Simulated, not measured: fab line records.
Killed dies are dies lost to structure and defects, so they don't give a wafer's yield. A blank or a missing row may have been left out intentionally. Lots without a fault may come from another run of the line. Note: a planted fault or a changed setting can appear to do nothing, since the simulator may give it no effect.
fab line records	flow sky130
record lots=13	wafers=39	last-day=50
route steps=708 shown LDD_HVN@276 METAL4@630 VIA4@658 PASSIVATION@692 PAD_OPEN@708
lots with no fault: from the same line, run without faults
start-h: start of the lot's first displayed wafer, in hours after the record's first day	wait-h: time in hours since the lot's previous step	" unchanged from the row above	L1.1+2: a single row standing in for several wafers	- value missing, or start not given	* or withheld: withheld	< > ~ a bound
route shown NAME@n: a module of which the file shows steps, and the number in the route of the first	usual: mean/standard deviation of fault-free wafers	same: alike in all rows	chamber/n: place in a boat	sites: per-site readings	_std_site: the standard deviation of these	_edge_site: the outer-site mean with the inner-site mean subtracted	radius-mm: for every site, how far away it sits from the centre of the wafer	mask NAME#n: copy n	behind: tool/chamber where the wafer was last shaped	hold: what put the lot on hold/how long, in hours/how the hold closed	device: transistor that didn't switch, given as n, p or np	end of line: at the end of the route, the tests of the same wafers	where a step has no rows: the recipe by itself	killed: not the wafer's yield, but the dies lost to structure and defects at the first sort	map: the dies of a wafer, with x for killed, . for not killed, _ for no die there
set.NAME: the setting the step ran with; set.NAME@STEP: the setting that earlier step ran with	model.NAME: the simulator's own value behind a step, which no gauge read
route steps across a sampled set of lots; one table per step, one row per wafer
services: the hour from which a tool's chamber was out of use, counted from the record's first day as start-h (under 0 if before that day), plus the number of hours and why
## steps
# step SKY_LDD_HVN_STRIP_09
# recipe chemistry=O2/N2	power-w=1400	pressure-mtorr=1500	platen-temp-c=withheld	o2-flow-sccm=3000	n2-flow-sccm=300	overash-fraction=0.5
# usual drypump-motor-current-A=6.1/0.44	o2-flow-sccm=3000/9	oes-product-au=0.408/0.0043	strip-time-to-endpoint-s=4.130/0.016
lot.wafer	tool	chamber	start-h	wait-h	drypump-motor-current-A	o2-flow-sccm	oes-product-au	rf-hours-counter-h	strip-time-to-endpoint-s
L693.2	plasma-asher-02	0	501.13	0.1	6.1	3003	0.400	7	4.109
L693.3	"	0	"	"	6.1	3007	0.407	-	4.101
L693.6	"	1	"	"	6.8	3009	0.405	-	4.119
L697.1	plasma-asher-02	0	502.08	0.1	6.1	2992	0.408	7	4.116
L697.2	"	1	"	"	6.9	2994	0.402	7	4.116
L697.6	"	1	"	"	6.9	3005	0.416	-	4.110
L696.2	plasma-asher-01	1	502.38	0.1	5.5	2996	0.406	86	4.106
L696.3	"	1	"	"	5.6	2998	0.408	-	4.106
L696.4	"	0	"	"	6.1	3003	0.397	-	4.094
L698.1	plasma-asher-02	1	528.93	0.1	6.8	3000	0.409	10	4.144
L698.2	"	0	"	"	6.1	2993	0.408	10	4.131
L698.3	"	1	"	"	6.8	3008	0.410	-	4.119
L699.2	plasma-asher-02	0	531.03	0.1	6.1	2998	0.407	10	4.135
L699.3	"	1	"	"	6.9	2978	0.403	-	4.138
L699.4	"	0	"	"	6.0	3002	0.408	-	4.150
L701.1	plasma-asher-04	0	544.18	0.1	5.7	2991	0.404	76	4.134
L701.4	"	1	"	"	6.6	3018	0.416	-	4.154
L701.6	"	0	"	"	5.7	2988	0.411	-	4.155
L706.1	plasma-asher-02	1	581.28	0.1	6.8	2997	0.411	15	4.125
L706.3	"	0	"	"	6.1	3019	0.413	-	4.152
L706.6	"	1	"	"	6.8	3000	0.401	-	4.129
L707.3	plasma-asher-01	0	590.62	0.1	6.1	3015	0.405	-	4.127
L707.5	"	1	"	"	5.6	2994	0.407	-	4.116
L707.6	"	0	"	"	6.1	3017	0.424	-	4.145
L708.1	plasma-asher-02	1	610.74	0.1	6.9	3009	0.410	18	4.118
L708.2	"	0	"	"	6.1	3000	0.404	18	4.135
L708.6	"	1	"	"	6.9	3012	0.404	-	4.127
L709.1	plasma-asher-02	0	611.73	0.1	6.1	2998	0.413	18	4.146
L709.4	"	0	"	"	6.1	2992	0.405	-	4.138
L709.5	"	0	"	"	6.1	2997	0.404	-	4.125
L710.1	plasma-asher-04	1	627.13	0.1	6.6	2998	0.410	84	4.160
L710.5	"	1	"	"	6.6	3013	0.406	-	4.148
L710.6	"	0	"	"	5.7	2999	0.413	-	4.156
L712.1	plasma-asher-01	1	636.39	0.1	5.6	3000	0.416	98	4.139
L712.2	"	0	"	"	6.1	2990	0.408	98	4.148
L712.6	"	0	"	"	6.1	2996	0.408	-	4.156
L714.1	plasma-asher-01	1	649.48	0.1	5.6	2999	0.412	99	4.120
L714.2	"	0	"	"	6.1	2996	0.412	99	4.143
L714.5	"	1	"	"	5.6	2993	0.403	-	4.124
# step SKY_METAL4_OVL_MEAS_14
# usual METAL4_OVL=2/5.3
lot.wafer	tool	chamber	start-h	wait-h	METAL4_OVL[nm]
L693.2	overlay-02	-	1007.72	0.1	4
L693.3	"	-	"	"	-6
L693.6	"	-	"	"	4
L696.2	overlay-02	-	1009.92	0.1	-1
L696.3	"	-	"	"	-2
L696.4	"	-	"	"	-4
L697.1	overlay-02	-	1010.86	0.1	4
L697.2	"	-	"	"	1
L697.6	"	-	"	"	5
L698.1	overlay-01	-	1026.26	0.1	11
L698.2	"	-	"	"	8
L698.3	"	-	"	"	2
L699.2	overlay-01	-	1029.57	0.1	0
L699.3	"	-	"	"	-2
L699.4	"	-	"	"	-2
L701.1	overlay-02	-	1035.91	0.1	2
L701.4	"	-	"	"	-13
L701.6	"	-	"	"	-2
L706.1	overlay-01	-	1063.57	0.1	3
L706.3	"	-	"	"	1
L706.6	"	-	"	"	10
L707.3	overlay-02	-	1069.18	0.1	0
L707.5	"	-	"	"	-2
L707.6	"	-	"	"	-4
L708.1	overlay-02	-	1085.07	0.1	0
L708.2	"	-	"	"	5
L708.6	"	-	"	"	9
L709.1	overlay-02	-	1088.92	0.1	1
L709.4	"	-	"	"	-5
L709.5	"	-	"	"	5
L710.1	overlay-01	-	1107.42	0.1	3
L710.5	"	-	"	"	1
L710.6	"	-	"	"	9
L712.1	overlay-02	-	1108.56	0.1	4
L712.2	"	-	"	"	-2
L712.6	"	-	"	"	0
L714.1	overlay-02	-	1112.96	0.1	5
L714.2	"	-	"	"	-4
L714.5	"	-	"	"	5
# step SKY_VIA4_RS_MEAS_19
# recipe thk-meas-gauge=four-point-probe	reads=W_of_VIA4_CVD_18+TiN_of_VIA4_SPUTTER_17
# usual VIA4_W_RS=0.2256/0.0026
lot.wafer	tool	chamber	start-h	wait-h	VIA4_W_RS[ohm/sq]
L693.2	film-metro-04	-	1033.08	0.1	0.2250
L693.3	"	-	"	"	0.2262
L693.6	"	-	"	"	0.2274
L696.2	film-metro-02	-	1035.69	0.1	0.2255
L696.3	"	-	"	"	0.2231
L696.4	"	-	"	"	0.2279
L697.1	film-metro-02	-	1036.14	0.1	0.2240
L697.2	"	-	"	"	0.2270
L697.6	"	-	"	"	0.2253
L698.1	film-metro-02	-	1050.82	0.1	0.2274
L698.2	"	-	"	"	0.2265
L698.3	"	-	"	"	0.2229
L699.2	film-metro-02	-	1054.13	0.1	0.2241
L699.3	"	-	"	"	0.2239
L699.4	"	-	"	"	0.2232
L701.1	film-metro-01	-	1060.51	0.1	0.2220
L701.4	"	-	"	"	0.2272
L701.6	"	-	"	"	0.2262
L706.1	film-metro-01	-	1086.93	0.1	0.2267
L706.3	"	-	"	"	0.2269
L706.6	"	-	"	"	0.2307
L707.3	film-metro-04	-	1092.85	0.1	0.2283
L707.5	"	-	"	"	0.2237
L707.6	"	-	"	"	0.2301
L708.1	film-metro-02	-	1109.25	0.1	0.2286
L708.2	"	-	"	"	0.2237
L708.6	"	-	"	"	0.2256
L709.1	film-metro-01	-	1112.37	0.1	0.2282
L709.4	"	-	"	"	0.2252
L709.5	"	-	"	"	0.2271
L710.1	film-metro-04	-	1128.84	0.1	0.2252
L710.5	"	-	"	"	0.2288
L710.6	"	-	"	"	0.2239
L712.1	film-metro-04	-	1130.60	0.1	0.2288
L712.2	"	-	"	"	0.2262
L712.6	"	-	"	"	0.2300
L714.1	film-metro-04	-	1134.66	0.1	0.2301
L714.2	"	-	"	"	0.2251
L714.5	"	-	"	"	0.2225
# step SKY_PASSIVATION_ETCH_11
# recipe chemistry=CF4/O2	target-depth-nm=725	stop-on=AlCu	source-w=800	bias-w=150	pressure-mtorr=150	cf4-flow-sccm=80	O2_flow_sccm=10	time-s=161.1
# usual drypump-motor-current-A=5.6/0.42	oes-product-au=0.980/0.0072	throttle-valve-pct=5.965/0.0089
lot.wafer	tool	chamber	start-h	wait-h	drypump-motor-current-A	oes-product-au	rf-hours-counter-h	throttle-valve-pct
L693.2	rie-diel-03	3	1083.55	-	5.0	0.977	13	5.967
L693.3	"	1	"	"	5.5	0.983	11	5.971
L693.6	"	3	"	"	4.9	0.992	-	5.956
L696.2	rie-diel-03	1	1084.25	-	5.6	0.980	11	5.974
L696.3	"	0	"	"	5.0	0.980	19	5.964
L696.4	"	2	"	"	5.6	0.978	18	5.954
L697.1	rie-diel-02	0	1084.85	-	6.0	0.971	13	5.966
L697.2	"	1	"	"	5.7	0.984	8	5.978
L697.6	"	3	"	"	5.6	0.985	-	5.984
L698.1	rie-diel-02	0	1093.35	-	6.0	0.978	13	5.971
L698.2	"	3	"	"	5.6	0.973	17	5.969
L698.3	"	1	"	"	5.8	0.976	9	5.949
L699.2	rie-diel-04	3	1096.44	-	5.8	0.973	16	5.953
L699.3	"	1	"	"	5.5	0.965	27	5.957
L699.4	"	2	"	"	6.0	0.985	17	5.959
L701.1	rie-diel-03	2	1104.15	-	5.6	0.984	19	5.948
L701.4	"	3	"	"	4.9	0.985	14	5.959
L701.6	"	0	"	"	5.1	0.992	-	5.943
L706.1	rie-diel-02	1	1129.79	-	5.7	0.978	10	5.960
L706.3	"	3	"	"	5.6	0.967	18	5.975
L706.6	"	3	"	"	5.6	0.975	-	5.962
L707.3	rie-diel-04	2	1134.90	-	6.0	0.993	18	5.971
L707.5	"	2	"	"	6.0	0.987	-	5.980
L707.6	"	1	"	"	5.5	0.983	-	5.956
L708.1	rie-diel-04	3	1148.85	-	5.8	0.974	18	5.957
L708.2	"	1	"	"	5.5	0.986	29	5.960
L708.6	"	1	"	"	5.5	0.992	-	5.970
L709.1	rie-diel-02	1	1151.65	-	5.7	0.978	10	5.984
L709.4	"	3	"	"	5.6	0.989	19	5.976
L709.5	"	3	"	"	5.6	0.980	-	5.971
L710.1	rie-diel-03	1	1166.10	-	5.5	0.979	15	5.946
L710.5	"	3	"	"	4.9	0.978	-	5.962
L710.6	"	0	"	"	5.1	0.983	-	5.965
L712.1	rie-diel-04	2	1168.00	-	6.0	0.975	19	5.961
L712.2	"	0	"	"	6.5	0.974	27	5.968
L712.6	"	3	"	"	5.8	0.975	-	5.960
L714.1	rie-diel-03	2	1171.55	-	5.7	0.983	21	5.960
L714.2	"	0	"	"	5.1	0.976	23	5.975
L714.5	"	0	"	"	5.1	0.986	-	5.982
# step SKY_PAD_OPEN_PROBE_99
# usual killed_at_M0_to_M3=44/7.4	killed_at_M4_up=3.0/1.6	killed-at-contacts=24/5	killed-at-front-end=15/4.6	killed-at-other=0.4/0.65	killed-dies=86/9.6	killed-open=48/7.4	killed-short=38/6.9
# same gross-dies=492	killed-at-back-side=0
lot.wafer	tool	chamber	start-h	wait-h	killed_at_M0_to_M3	killed_at_M4_up	killed-at-contacts	killed-at-front-end	killed-at-other	killed-dies	killed-open	killed-short
L708.1	prober-01	-	1168.06	0.1	43	3	18	56	0	120	37	40
L708.2	prober-01	-	1168.11	0.1	44	2	32	52	1	131	50	37
L708.6	prober-01	-	1168.31	0.2	54	2	23	48	0	127	45	43
L709.1	prober-02	-	1171.21	0.1	47	0	20	67	0	134	56	31
L709.4	prober-02	-	1171.36	0.2	33	4	31	55	0	123	40	42
L709.5	prober-02	-	1171.41	0.2	33	0	25	54	2	114	44	27
# killed by level:class
L708.1 LDD_HVN:unspecified=41 VIA1:geometric-particle:open=10 CONTACT:geometric-particle:open=9 METAL1:geometric-particle:short=7 VIA3:geometric-particle:open=5 VIA3:geometric-particle:short=5 FIELD_ISO:geometric-particle:open=4 POLY_GATE:geometric-particle:short=4
L708.2 LDD_HVN:unspecified=42 CONTACT:geometric-particle:open=11 VIA1:geometric-particle:open=11 VIA3:geometric-particle:open=7 LI_CONTACT:geometric-particle:open=6 VIA1:geometric-particle:short=6 LOCAL_INTERCONNECT:geometric-particle:short=5 CONTACT:geometric-particle:short=5
L708.6 LDD_HVN:unspecified=38 VIA1:geometric-particle:open=15 VIA3:geometric-particle:open=9 METAL1:geometric-particle:short=6 VIA1:geometric-particle:short=6 VIA3:geometric-particle:short=6 LI_CONTACT:geometric-particle:short=5 LI_CONTACT:geometric-particle:open=5
L709.1 LDD_HVN:unspecified=47 VIA1:geometric-particle:open=18 CONTACT:geometric-particle:open=10 VIA3:geometric-particle:open=8 LI_CONTACT:geometric-particle:open=5 VIA1:geometric-particle:short=5 FIELD_ISO:geometric-particle:short=4 POLY_GATE:geometric-particle:short=4
L709.4 LDD_HVN:unspecified=41 CONTACT:geometric-particle:open=11 LI_CONTACT:geometric-particle:open=7 LOCAL_INTERCONNECT:geometric-particle:short=7 METAL2:geometric-particle:short=7 VIA1:geometric-particle:open=6 FIELD_ISO:geometric-particle:short=4 METAL1:geometric-particle:short=4
L709.5 LDD_HVN:unspecified=41 LI_CONTACT:geometric-particle:open=10 VIA1:geometric-particle:open=9 CONTACT:geometric-particle:open=9 METAL1:geometric-particle:short=5 VIA3:geometric-particle:open=5 FIELD_ISO:geometric-particle:short=4 FIELD_ISO:geometric-particle:open=4
## services
tool	chamber	start-h	hours	kind
rie-diel-04	0	479.78	6.4	repair
plasma-asher-01	-	519.53	15.6	pm
rie-diel-03	1	521.79	10.9	repair
rie-diel-02	-	541.30	2.8	pm
rie-diel-02	0	583.93	50.6	repair
rie-diel-03	-	604.67	2.8	pm
rie-diel-02	2	617.59	3.3	repair
rie-diel-02	1	630.83	17.6	repair
plasma-asher-02	-	642.93	5.8	repair
rie-diel-02	0	681.75	8.7	repair
rie-diel-04	-	691.08	2.8	pm
rie-diel-04	-	700.41	0.3	repair
rie-diel-02	3	707.62	5.1	repair
plasma-asher-01	-	720.95	18.0	pm
rie-diel-02	3	725.51	2.6	repair
plasma-asher-01	-	738.95	9.0	pm
rie-diel-03	0	755.57	5.6	repair
plasma-asher-02	-	830.95	2.8	pm
rie-diel-03	3	865.36	1.8	repair
rie-diel-03	-	910.67	0.5	repair
rie-diel-03	0	978.28	4.3	repair
plasma-asher-02	-	1047.48	15.4	repair
rie-diel-03	3	1107.77	2.6	repair
rie-diel-03	-	1122.63	0.4	repair
## key
first-sign step=SKY_PAD_OPEN_PROBE_99	reading=killed-at-front-end	direction=up	sigmas=8.9	usual=15	struck=55
effect step=SKY_PAD_OPEN_PROBE_99	reading=killed-dies	direction=up	sigmas=4	usual=86	struck=125
met-at SKY_LDD_HVN_STRIP_09
struck-lots L708,L709
tester-left-out L708,L709
not-acting-at SKY_METAL4_OVL_MEAS_14,SKY_VIA4_RS_MEAS_19,SKY_PASSIVATION_ETCH_11
onset-between 581.28 610.74
fault kind=chamber-particle-source	tool=plasma-asher-02	chamber=-	onset-h=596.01	steps=SKY_LDD_HVN_STRIP_09	rate-per-visit-cm2=0.43552	end-h=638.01
# tester-left-out: of these lots the tester's yield and bins aren't shown, on N5 and GAA mostly nor the transistor test; their killed dies are dies lost to structure and defects alone, not to doping, threshold or leakage, so they don't give the yield
